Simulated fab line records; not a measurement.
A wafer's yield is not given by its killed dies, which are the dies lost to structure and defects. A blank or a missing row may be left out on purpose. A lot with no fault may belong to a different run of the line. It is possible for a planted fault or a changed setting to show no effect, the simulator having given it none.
Which of the tools did it? | flow gf180mcu | 13 lots with 39 wafers sampled at 5 steps, on a route of 602 steps

== WHAT THE GAUGES SHOWED, per wafer ==
GF_HV_LDD_CD_MEAS_07: target cd 400 nm.
lot  | measured     | on        | cd-nm (nm)
L888 | day 9 18:49  | cd-sem-02 | 398.1 396.7 398.4
L889 | day 10 02:13 | cd-sem-02 | 398.9 397.5 398.5
L892 | day 11 07:10 | cd-sem-01 | 397.6 399.4 397.9
L891 | day 11 07:28 | cd-sem-02 | 404.0 404.6 401.8
L894 | day 12 09:34 | cd-sem-02 | 405.9 406.1 405.1
L897 | day 13 07:11 | cd-sem-01 | 400.4 400.8 399.4
L898 | day 13 12:22 | cd-sem-02 | 401.8 401.5 403.6
L899 | day 13 16:33 | cd-sem-01 | 400.8 402.5 403.2
L900 | day 13 22:09 | cd-sem-02 | 401.4 403.0 401.3
L902 | day 14 07:57 | cd-sem-02 | 399.2 400.9 401.0
L909 | day 16 10:07 | cd-sem-02 | 404.5 402.9 404.5
L910 | day 16 18:47 | cd-sem-02 | 399.9 400.2 400.6
L911 | day 17 02:36 | cd-sem-01 | 401.1 398.5 399.5

GF_PSD_CD_MEAS_07: target cd 400 nm.
lot  | measured     | on        | cd-nm (nm)
L888 | day 13 21:55 | cd-sem-01 | 403.8 400.5 399.9
L889 | day 14 04:01 | cd-sem-02 | 400.8 398.8 397.4
L892 | day 15 14:45 | cd-sem-02 | 397.6 398.7 397.7
L891 | day 15 18:26 | cd-sem-01 | 402.2 400.5 402.7
L894 | day 16 23:45 | cd-sem-02 | 401.2 399.2 400.4
L897 | day 18 00:20 | cd-sem-02 | 397.5 398.7 397.6
L898 | day 18 06:32 | cd-sem-02 | 396.8 400.3 397.0
L899 | day 18 10:16 | cd-sem-02 | 397.4 398.4 396.9
L900 | day 18 17:16 | cd-sem-02 | 412.2 407.6 410.1
L902 | day 19 06:37 | cd-sem-01 | 415.0 415.2 416.1
L909 | day 21 12:41 | cd-sem-02 | 402.9 403.5 401.1
L910 | day 21 21:46 | cd-sem-02 | 400.4 402.3 404.1
L911 | day 22 05:49 | cd-sem-01 | 402.2 400.6 401.6

GF_PSD_OVL_MEAS_08.
lot  | measured     | on         | PSD_OVL (nm)
L888 | day 13 21:59 | overlay-02 | -2.0 -1.3 -1.8
L889 | day 14 04:05 | overlay-01 | 1.8 0.6 -0.2
L892 | day 15 14:52 | overlay-01 | -2.9 -1.2 -3.2
L891 | day 15 18:31 | overlay-02 | -1.2 -1.8 -2.7
L894 | day 16 23:52 | overlay-01 | -2.1 -0.6 -1.2
L897 | day 18 00:26 | overlay-02 | -2.4 0.0 -3.1
L898 | day 18 06:38 | overlay-02 | -1.2 -1.7 -0.5
L899 | day 18 10:22 | overlay-02 | 2.4 1.8 1.1
L900 | day 18 17:25 | overlay-01 | 0.4 0.2 -0.9
L902 | day 19 06:44 | overlay-01 | -3.5 -1.8 -0.9
L909 | day 21 12:48 | overlay-02 | 1.3 1.5 2.0
L910 | day 21 21:53 | overlay-02 | 0.2 -1.0 0.1
L911 | day 22 05:56 | overlay-01 | -1.5 -1.9 -0.4

== EACH LOT AND THE TOOL THAT RAN IT (in order: tool; ch and the chambers of the sampled wafers; start) ==
lot  | GF_HV_LDD_ETCHBACK_58              | GF_PSD_DEVELOP_06
L888 | rie-diel-01 ch 0,1,2, day 12 04:44 | litho-track-01 ch 0, day 13 21:46
L889 | rie-diel-02 ch 1,2,3, day 12 12:11 | litho-track-01 ch 0, day 14 03:52
L892 | rie-diel-02 ch 1,2,3, day 13 21:02 | litho-track-01 ch 0, day 15 14:36
L891 | rie-diel-02 ch 1,2,3, day 13 23:35 | litho-track-03 ch 0, day 15 18:17
L894 | rie-diel-01 ch 0,1,3, day 15 03:20 | litho-track-01 ch 0, day 16 23:36
L897 | rie-diel-02 ch 0,2,3, day 16 02:05 | litho-track-01 ch 0, day 18 00:12
L898 | rie-diel-04 ch 0,1,3, day 16 08:41 | litho-track-03 ch 0, day 18 06:23
L899 | rie-diel-02 ch 1,3, day 16 13:06   | litho-track-03 ch 0, day 18 10:07
L900 | rie-diel-02 ch 1,2,3, day 16 18:53 | litho-track-03 ch 0, day 18 17:07
L902 | rie-diel-02 ch 0,1, day 17 07:08   | litho-track-03 ch 0, day 19 06:28
L909 | rie-diel-02 ch 1,3, day 19 13:08   | litho-track-04 ch 0, day 21 12:27
L910 | rie-diel-04 ch 1,2,3, day 19 21:19 | litho-track-04 ch 0, day 21 21:38
L911 | rie-diel-01 ch 0,2, day 20 05:22   | litho-track-03 ch 0, day 22 05:40
- GF_HV_LDD_ETCHBACK_58: etches Si3N4 in CH3F/O2, stops on SiO2, time 100 s, target depth 90 nm.
- GF_PSD_DEVELOP_06: develop time 60 s.

== AS READ BY THE TOOLS THEMSELVES (means over the sampled wafers that have a number; for cases with no such wafer, the mark the record gives instead) ==
GF_HV_LDD_ETCHBACK_58.
lot  | tool        | drypump-motor-current-A (A) | oes-product-au (a.u.) | throttle-valve-pct (%)
L888 | rie-diel-01 | 5.9                         | 0.854                 | 10.568
L889 | rie-diel-02 | 5.8                         | 0.842                 | 10.558
L892 | rie-diel-02 | 5.8                         | 0.852                 | 10.560
L891 | rie-diel-02 | 5.8                         | 0.847                 | 10.555
L894 | rie-diel-01 | 6.0                         | 0.840                 | 10.555
L897 | rie-diel-02 | 5.8                         | 0.844                 | 10.561
L898 | rie-diel-04 | 5.9                         | 0.843                 | 10.564
L899 | rie-diel-02 | 5.6                         | 0.843                 | 10.561
L900 | rie-diel-02 | 5.8                         | 0.847                 | 10.561
L902 | rie-diel-02 | 6.4                         | 0.841                 | 10.567
L909 | rie-diel-02 | 6.0                         | 0.840                 | 10.556
L910 | rie-diel-04 | 5.8                         | 0.843                 | 10.562
L911 | rie-diel-01 | 5.9                         | 0.843                 | 10.561

GF_PSD_DEVELOP_06.
lot  | tool           | resist-line-temp-C (C)
L888 | litho-track-01 | 23.02
L889 | litho-track-01 | 23.07
L892 | litho-track-01 | 22.99
L891 | litho-track-03 | 23.17
L894 | litho-track-01 | 22.89
L897 | litho-track-01 | 23.00
L898 | litho-track-03 | 22.98
L899 | litho-track-03 | 22.99
L900 | litho-track-03 | 23.07
L902 | litho-track-03 | 23.03
L909 | litho-track-04 | 23.02
L910 | litho-track-04 | 23.06
L911 | litho-track-03 | 23.00

== THE ANSWER, worked out from the rows above alone ==
Rule: the usual values come from the lots themselves. Put in order of their means at a reading, lots are off if they are a third of the lots or fewer, leave a main group of 4 or more, and stand apart from it by a gap of 3 or more times the standard deviation of the main group's means; of several such gaps the widest counts. A main group whose means are all the same, to the digits that the tables above print for the reading, isn't used. A lot without any number at a reading at which 4 lots or more have one is off too. Any other lot the step has rows for is counted as sound. The gauges are gone through in route order, then the tools' own readings, and for those a lot's mean is taken as printed above. At the first step where some lot is off, the reading lying furthest off is the one used; lots without a number count as furthest.
Off: L900, L902, at GF_PSD_CD_MEAS_07 (cd-nm). Main group: mean 400.0 nm, sd 1.9.
A tool fits if, at a process step before that reading, it ran every lot that is off, and no sound lot after the first of them. The gauges at GF_PSD_CD_MEAS_07 are tried like those tools. None of those tried fits.

== WHAT THE SIMULATOR HAD PUT IN ==
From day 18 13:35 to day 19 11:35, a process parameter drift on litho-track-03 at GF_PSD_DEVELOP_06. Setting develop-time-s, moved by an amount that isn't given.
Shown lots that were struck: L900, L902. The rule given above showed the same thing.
